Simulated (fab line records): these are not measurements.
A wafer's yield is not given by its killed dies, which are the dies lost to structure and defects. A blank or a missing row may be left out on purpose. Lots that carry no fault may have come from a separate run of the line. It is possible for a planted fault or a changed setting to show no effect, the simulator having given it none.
A sampling plan put to the test    flow sky130    one line in one fab, 45 faults in these records, each fault weighed on the records of the lots it struck
The plan is the line's own looks: the steps of the route at which a gauge or an inspection reads the wafer and doesn't change it. Where struck wafers have a number at a look and the file lists that look's usual mean and standard deviation on fault-free wafers, the look can be judged. Caught: a look later than the fault's first step finds the struck wafers' mean 4 or more of those standard deviations (sigma) from the usual mean. On the tool: the test repeated on the tool's own readings taken at the fault's steps. Another recipe on the struck wafers, or a record that is blank for them alone, also counts as caught.

== THE FAULTS, as the simulator had put them in ==
1. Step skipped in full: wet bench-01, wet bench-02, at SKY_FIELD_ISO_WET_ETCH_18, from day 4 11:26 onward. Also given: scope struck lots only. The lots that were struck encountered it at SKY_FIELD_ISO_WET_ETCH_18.
2. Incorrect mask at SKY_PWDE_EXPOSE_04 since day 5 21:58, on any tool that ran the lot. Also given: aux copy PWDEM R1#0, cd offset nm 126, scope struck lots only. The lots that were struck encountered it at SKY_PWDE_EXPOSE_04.
3. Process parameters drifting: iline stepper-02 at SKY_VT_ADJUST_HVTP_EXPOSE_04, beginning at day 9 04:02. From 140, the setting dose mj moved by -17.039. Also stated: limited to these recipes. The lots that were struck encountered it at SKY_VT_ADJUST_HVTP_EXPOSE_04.
4. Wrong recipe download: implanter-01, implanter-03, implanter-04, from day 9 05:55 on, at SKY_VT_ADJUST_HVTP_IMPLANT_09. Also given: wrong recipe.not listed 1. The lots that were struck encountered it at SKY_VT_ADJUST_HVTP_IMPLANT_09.
5. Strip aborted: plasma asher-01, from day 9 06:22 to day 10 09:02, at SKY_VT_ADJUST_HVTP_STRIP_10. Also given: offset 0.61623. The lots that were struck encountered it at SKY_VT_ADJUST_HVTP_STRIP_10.
6. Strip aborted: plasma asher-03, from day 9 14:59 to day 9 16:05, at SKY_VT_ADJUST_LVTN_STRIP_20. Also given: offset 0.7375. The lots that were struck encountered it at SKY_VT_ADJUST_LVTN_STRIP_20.
7. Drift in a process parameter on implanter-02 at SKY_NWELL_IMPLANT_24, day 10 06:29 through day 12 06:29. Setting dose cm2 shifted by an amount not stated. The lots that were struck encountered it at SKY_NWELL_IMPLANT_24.
8. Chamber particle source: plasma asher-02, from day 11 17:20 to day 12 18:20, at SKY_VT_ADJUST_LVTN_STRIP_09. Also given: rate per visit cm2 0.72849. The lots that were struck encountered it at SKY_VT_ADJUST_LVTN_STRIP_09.
9. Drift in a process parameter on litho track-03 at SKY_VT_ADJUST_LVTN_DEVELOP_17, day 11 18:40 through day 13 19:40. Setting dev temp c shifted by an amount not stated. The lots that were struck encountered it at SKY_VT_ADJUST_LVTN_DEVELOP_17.
10. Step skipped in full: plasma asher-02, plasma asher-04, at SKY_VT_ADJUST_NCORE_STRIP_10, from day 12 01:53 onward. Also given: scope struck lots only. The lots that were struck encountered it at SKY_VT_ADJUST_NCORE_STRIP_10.
11. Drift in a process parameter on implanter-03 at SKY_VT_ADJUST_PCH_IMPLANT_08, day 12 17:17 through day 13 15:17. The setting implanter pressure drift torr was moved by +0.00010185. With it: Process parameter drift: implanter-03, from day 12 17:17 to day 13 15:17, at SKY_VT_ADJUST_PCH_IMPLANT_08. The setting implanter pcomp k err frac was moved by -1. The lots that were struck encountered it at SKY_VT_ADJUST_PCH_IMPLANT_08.
12. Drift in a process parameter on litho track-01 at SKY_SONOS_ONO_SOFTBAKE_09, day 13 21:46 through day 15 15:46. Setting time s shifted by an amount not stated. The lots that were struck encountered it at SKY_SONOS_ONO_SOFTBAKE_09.
13. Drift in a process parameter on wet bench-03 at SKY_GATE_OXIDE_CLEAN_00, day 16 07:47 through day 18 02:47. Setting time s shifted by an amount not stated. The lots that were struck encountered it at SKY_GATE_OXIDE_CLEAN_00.
14. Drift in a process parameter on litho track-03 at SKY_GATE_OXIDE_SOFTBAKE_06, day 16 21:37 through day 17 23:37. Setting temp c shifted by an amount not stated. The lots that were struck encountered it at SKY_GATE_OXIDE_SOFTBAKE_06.
15. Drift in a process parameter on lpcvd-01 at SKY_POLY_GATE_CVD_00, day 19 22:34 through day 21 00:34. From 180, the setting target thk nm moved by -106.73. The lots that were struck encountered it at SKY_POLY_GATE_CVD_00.
16. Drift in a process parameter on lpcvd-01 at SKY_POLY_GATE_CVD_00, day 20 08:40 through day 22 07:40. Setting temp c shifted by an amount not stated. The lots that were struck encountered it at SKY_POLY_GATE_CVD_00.
17. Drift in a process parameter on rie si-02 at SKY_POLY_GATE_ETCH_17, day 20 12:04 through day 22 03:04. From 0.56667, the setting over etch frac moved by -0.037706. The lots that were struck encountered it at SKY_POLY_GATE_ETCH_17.
18. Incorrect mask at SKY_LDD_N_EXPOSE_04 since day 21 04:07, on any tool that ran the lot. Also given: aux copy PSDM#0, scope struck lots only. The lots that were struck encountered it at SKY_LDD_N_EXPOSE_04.
19. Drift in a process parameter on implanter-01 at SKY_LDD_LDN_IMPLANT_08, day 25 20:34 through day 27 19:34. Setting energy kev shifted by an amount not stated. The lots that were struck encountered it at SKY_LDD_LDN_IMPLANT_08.
20. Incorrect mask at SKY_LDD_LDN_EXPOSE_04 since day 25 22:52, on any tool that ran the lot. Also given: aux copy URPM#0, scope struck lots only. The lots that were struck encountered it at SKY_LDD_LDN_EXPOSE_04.
21. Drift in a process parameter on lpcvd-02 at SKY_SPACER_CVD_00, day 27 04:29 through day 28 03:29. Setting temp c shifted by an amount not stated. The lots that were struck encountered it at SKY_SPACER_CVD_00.
22. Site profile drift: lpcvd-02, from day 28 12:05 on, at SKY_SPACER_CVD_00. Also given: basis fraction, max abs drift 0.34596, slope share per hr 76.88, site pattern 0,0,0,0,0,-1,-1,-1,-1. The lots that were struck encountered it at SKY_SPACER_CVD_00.
23. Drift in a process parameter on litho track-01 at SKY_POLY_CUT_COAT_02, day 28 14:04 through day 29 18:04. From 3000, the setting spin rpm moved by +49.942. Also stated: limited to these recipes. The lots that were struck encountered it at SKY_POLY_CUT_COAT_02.
24. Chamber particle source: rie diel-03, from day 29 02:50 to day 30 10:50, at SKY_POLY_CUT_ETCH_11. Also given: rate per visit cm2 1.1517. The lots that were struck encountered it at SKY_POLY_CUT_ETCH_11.
25. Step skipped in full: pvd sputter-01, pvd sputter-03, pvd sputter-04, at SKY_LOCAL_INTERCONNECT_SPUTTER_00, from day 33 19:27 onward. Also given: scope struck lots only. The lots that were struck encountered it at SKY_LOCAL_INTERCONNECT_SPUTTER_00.
26. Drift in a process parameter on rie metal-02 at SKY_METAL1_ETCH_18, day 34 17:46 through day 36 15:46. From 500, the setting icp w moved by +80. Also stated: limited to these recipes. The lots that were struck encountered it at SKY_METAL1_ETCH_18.
27. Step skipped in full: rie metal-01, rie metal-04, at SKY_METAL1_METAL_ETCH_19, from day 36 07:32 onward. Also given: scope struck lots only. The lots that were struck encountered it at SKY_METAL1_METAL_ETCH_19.
28. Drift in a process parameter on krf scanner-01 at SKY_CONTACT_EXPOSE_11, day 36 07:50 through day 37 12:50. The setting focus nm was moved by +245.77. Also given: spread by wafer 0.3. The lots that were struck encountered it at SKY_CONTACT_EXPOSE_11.
29. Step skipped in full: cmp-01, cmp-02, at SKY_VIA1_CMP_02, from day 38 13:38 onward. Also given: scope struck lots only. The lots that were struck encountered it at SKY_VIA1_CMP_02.
30. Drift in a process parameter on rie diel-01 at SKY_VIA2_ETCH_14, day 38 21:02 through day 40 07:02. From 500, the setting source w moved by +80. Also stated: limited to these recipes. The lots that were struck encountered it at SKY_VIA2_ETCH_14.
31. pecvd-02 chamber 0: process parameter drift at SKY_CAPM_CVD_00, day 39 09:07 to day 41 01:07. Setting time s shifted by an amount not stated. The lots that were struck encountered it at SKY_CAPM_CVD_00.
32. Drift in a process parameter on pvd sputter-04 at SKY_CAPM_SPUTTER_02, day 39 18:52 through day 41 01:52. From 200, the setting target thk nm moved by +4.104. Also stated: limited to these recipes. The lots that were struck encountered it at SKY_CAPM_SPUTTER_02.
33. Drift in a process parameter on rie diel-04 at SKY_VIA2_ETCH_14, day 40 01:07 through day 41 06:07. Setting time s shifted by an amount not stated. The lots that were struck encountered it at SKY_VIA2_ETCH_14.
34. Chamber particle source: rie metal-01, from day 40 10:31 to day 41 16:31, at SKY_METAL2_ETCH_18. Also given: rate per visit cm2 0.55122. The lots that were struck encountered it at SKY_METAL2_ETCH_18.
35. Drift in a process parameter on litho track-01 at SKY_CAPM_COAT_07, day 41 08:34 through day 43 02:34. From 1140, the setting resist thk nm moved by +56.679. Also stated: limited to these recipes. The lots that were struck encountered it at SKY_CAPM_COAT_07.
36. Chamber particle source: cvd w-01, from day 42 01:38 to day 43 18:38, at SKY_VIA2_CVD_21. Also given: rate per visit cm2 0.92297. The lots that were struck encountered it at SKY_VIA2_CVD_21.
37. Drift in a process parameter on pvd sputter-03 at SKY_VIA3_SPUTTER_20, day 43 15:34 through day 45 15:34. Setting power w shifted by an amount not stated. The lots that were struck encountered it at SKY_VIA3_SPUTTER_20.
38. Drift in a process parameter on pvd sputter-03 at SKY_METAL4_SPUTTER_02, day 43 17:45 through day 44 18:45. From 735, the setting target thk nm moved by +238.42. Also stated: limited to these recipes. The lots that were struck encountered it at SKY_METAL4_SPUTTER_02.
39. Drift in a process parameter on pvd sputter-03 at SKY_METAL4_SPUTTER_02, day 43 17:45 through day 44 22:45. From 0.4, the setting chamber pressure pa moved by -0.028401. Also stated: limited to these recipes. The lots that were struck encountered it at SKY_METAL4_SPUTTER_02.
40. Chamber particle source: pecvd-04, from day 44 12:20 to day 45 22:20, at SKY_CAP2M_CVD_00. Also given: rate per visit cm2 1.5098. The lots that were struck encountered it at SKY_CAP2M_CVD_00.
41. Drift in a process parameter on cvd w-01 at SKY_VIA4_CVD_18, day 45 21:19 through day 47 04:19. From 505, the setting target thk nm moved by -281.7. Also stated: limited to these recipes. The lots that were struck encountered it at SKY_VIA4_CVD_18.
42. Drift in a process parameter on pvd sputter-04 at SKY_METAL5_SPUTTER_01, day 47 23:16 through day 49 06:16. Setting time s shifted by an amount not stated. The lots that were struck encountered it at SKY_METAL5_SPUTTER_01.
43. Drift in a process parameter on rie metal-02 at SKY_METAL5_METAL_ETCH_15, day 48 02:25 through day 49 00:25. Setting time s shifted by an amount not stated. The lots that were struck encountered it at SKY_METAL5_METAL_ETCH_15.
44. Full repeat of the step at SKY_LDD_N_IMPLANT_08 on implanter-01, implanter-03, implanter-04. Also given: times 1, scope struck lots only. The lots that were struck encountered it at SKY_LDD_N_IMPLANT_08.
45. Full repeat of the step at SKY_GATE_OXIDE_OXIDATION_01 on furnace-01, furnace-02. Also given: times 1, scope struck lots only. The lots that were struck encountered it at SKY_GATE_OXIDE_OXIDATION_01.

== WHAT THE PLAN SAW ==
fault  on the tool itself                                first look that catches it                       reading, sigma                                     median hours from its first step to that look  hours from the fault's start to the first struck lot there  judged looks passed uncaught
1      no reading that can be judged                     no look after it can be judged                   -                                                  -                                              -                                                           0
2      under 2 sigma                                     no look after it can be judged                   -                                                  -                                              -                                                           0
3      exposure dose mJ cm2 -99 or beyond sigma          SKY_VT_ADJUST_HVTP_CD_MEAS_07                    cd nm -13                                          11.0                                           27                                                          0
4      under 2 sigma                                     SKY_VT_ADJUST_HVTP_TW_MEAS_11                    VT_ADJUST_HVTP_TW -72                              0.2                                            2                                                           0
5      oes product au +45 sigma                          SKY_VT_ADJUST_LVTN_TW_MEAS_10                    VT_ADJUST_LVTN_TW -64                              22.3                                           49                                                          0
6      oes product au +46 sigma                          SKY_VT_ADJUST_NCORE_TW_MEAS_11                   VT_ADJUST_NCORE_TW -62                             22.9                                           24                                                          0
7      dose ions cm2 +99 or beyond sigma                 no look after it can be judged                   -                                                  -                                              -                                                           0
8      under 2 sigma                                     none of the 2 looks that can be judged after it  -                                                  -                                              -                                                           2
9      developer temp C +26 sigma                        not the one look that can be judged after it     -                                                  -                                              -                                                           1
10     the tool's record is blank for the struck wafers  SKY_VT_ADJUST_HVTR_TW_MEAS_11                    VT_ADJUST_HVTR_TW -56                              25.5                                           27                                                          0
11     end station pressure torr +99 or beyond sigma     SKY_VT_ADJUST_PCH_TW_MEAS_10                     VT_ADJUST_PCH_TW +8.8                              0.2                                            3                                                           0
12     heater power total W +99 or beyond sigma          no look after it can be judged                   -                                                  -                                              -                                                           0
13     run length s -20 sigma                            none of the 3 looks that can be judged after it  -                                                  -                                              -                                                           3
14     heater power total W +52 sigma                    not the one look that can be judged after it     -                                                  -                                              -                                                           1
15     no reading that can be judged                     SKY_POLY_GATE_THK_MEAS_01                        POLY_GATE_CVD_00_THK -83                           1.2                                            8                                                           0
16     susceptor temp C -33 sigma                        SKY_POLY_GATE_THK_MEAS_01                        POLY_GATE_CVD_00_THK -27                           1.5                                            5                                                           0
17     only faintly: oes product au +2.0 sigma           no look after it can be judged                   -                                                  -                                              -                                                           0
18     under 2 sigma                                     SKY_LDD_N_TW_MEAS_17                             LDD_N_TW -59                                       16.1                                           23                                                          0
19     beam energy keV -99 or beyond sigma               no look after it can be judged                   -                                                  -                                              -                                                           0
20     no reading that can be judged                     SKY_LDD_LDN_TW_MEAS_13                           LDD_LDN_TW -55                                     15.2                                           16                                                          0
21     susceptor temp C -12 sigma                        SKY_SPACER_THK_MEAS_01                           SPACER_CVD_00_THK -7.5                             1.2                                            0                                                           0
22     under 2 sigma                                     SKY_SPACER_THK_MEAS_01                           SPACER_CVD_00_THK -15                              1.2                                            6                                                           0
23     spin speed rpm +22 sigma                          none of the 2 looks that can be judged after it  -                                                  -                                              -                                                           2
24     under 2 sigma                                     not the one look that can be judged after it     -                                                  -                                              -                                                           1
25     the tool's record is blank for the struck wafers  no look after it can be judged                   -                                                  -                                              -                                                           0
26     rf fwd power W +50 sigma                          no look after it can be judged                   -                                                  -                                              -                                                           0
27     the tool's record is blank for the struck wafers  no look after it can be judged                   -                                                  -                                              -                                                           0
28     no reading that can be judged                     SKY_CONTACT_CD_MEAS_14                           cd nm -17                                          13.0                                           23                                                          0
29     the tool's record is blank for the struck wafers  SKY_VIA1_BOW_MEAS_03                             VIA1_BOW +5.0                                      0.3                                            3                                                           0
30     rf fwd power W +30 sigma                          no look after it can be judged                   -                                                  -                                              -                                                           0
31     under 2 sigma                                     SKY_CAPM_THK_MEAS_01                             CAPM_CVD_00_THK -7.6                               0.0                                            6                                                           0
32     under 2 sigma                                     no look after it can be judged                   -                                                  -                                              -                                                           0
33     run length s -72 sigma                            no look after it can be judged                   -                                                  -                                              -                                                           0
34     under 2 sigma                                     no look after it can be judged                   -                                                  -                                              -                                                           0
35     under 2 sigma                                     no look after it can be judged                   -                                                  -                                              -                                                           0
36     under 2 sigma                                     not the one look that can be judged after it     -                                                  -                                              -                                                           1
37     cathode dc power W +99 or beyond sigma            no look after it can be judged                   -                                                  -                                              -                                                           0
38     under 2 sigma                                     not the one look that can be judged after it     -                                                  -                                              -                                                           1
39     chamber pressure pa -32 sigma                     none of the 5 looks that can be judged after it  -                                                  -                                              -                                                           5
40     under 2 sigma                                     not the one look that can be judged after it     -                                                  -                                              -                                                           1
41     under 2 sigma                                     SKY_VIA4_RS_MEAS_19                              VIA4_W_RS +99 or beyond                            0.2                                            3                                                           0
42     under 2 sigma                                     no look after it can be judged                   -                                                  -                                              -                                                           0
43     run length s -42 sigma                            no look after it can be judged                   -                                                  -                                              -                                                           0
44     under 2 sigma                                     not the one look that can be judged after it     strongest: LDD_N_TW at SKY_LDD_N_TW_MEAS_17, +2.9  -                                              -                                                           1
45     no reading that can be judged                     SKY_GATE_OXIDE_THK_MEAS_02                       GATE_OXIDE_OXIDATION_00_THK +32                    3.4                                            -                                                           0
A dash: the fault isn't caught, or these records don't give the number.

Caught at a look: 17 of 45. Caught on the tool: 23 of 45. By one or the other: 32 of 45.
Faults 7, 9, 12, 13, 14, 19, 23, 25, 26, 27, 30, 33, 37, 39, 43 were caught on the tool alone.
Caught at a look alone: faults 4, 15, 18, 20, 22, 28, 31, 41, 45.
Caught by neither: faults 1, 2, 8, 17, 24, 32, 34, 35, 36, 38, 40, 42, 44.

== THINNER SAMPLING ==
In the worst case, this is how late the first struck lot would be measured if the look that catches a fault measured only every second or every third lot, by lot number:
fault  struck lots at that look, in order of time  every lot  every second lot  every third lot
3      L746, L747, L749                            27 h       29 h              may miss all 3
4      L203, L204, L205, L206                      2 h        17 h              26 h
5      L620                                        49 h       may miss it       may miss it
6      L597                                        24 h       may miss it       may miss it
10     L408, L409, L410                            27 h       45 h              55 h
11     L950, L951                                  3 h        18 h              may miss all 2
15     L759, L760                                  8 h        15 h              may miss all 2
16     L793, L794                                  5 h        8 h               may miss all 2
18     L719                                        23 h       may miss it       may miss it
20     L194                                        16 h       may miss it       may miss it
21     L972, L973, L974                            0 h        2 h               7 h
22     L617, L618, L619, L620                      6 h        7 h               15 h
28     L818, L819                                  23 h       30 h              may miss all 2
29     L648, L649, L650                            3 h        7 h               18 h
31     L411, L416                                  6 h        40 h              may miss all 2
41     L288, L289                                  3 h        6 h               may miss all 2
Hours are from the fault's start to the first struck lot that is measured. Since the struck wafers were tested as one group against 4 sigma, a single lot by itself may lie under the limit. Other struck lots may not be in these records.

== THE LONGEST TIMED WAY FROM STEP TO LOOK ==
Fault 10: the median time between SKY_VT_ADJUST_NCORE_STRIP_10 and SKY_VT_ADJUST_HVTR_TW_MEAS_11 is 25.5 hours. No look between them can be judged.
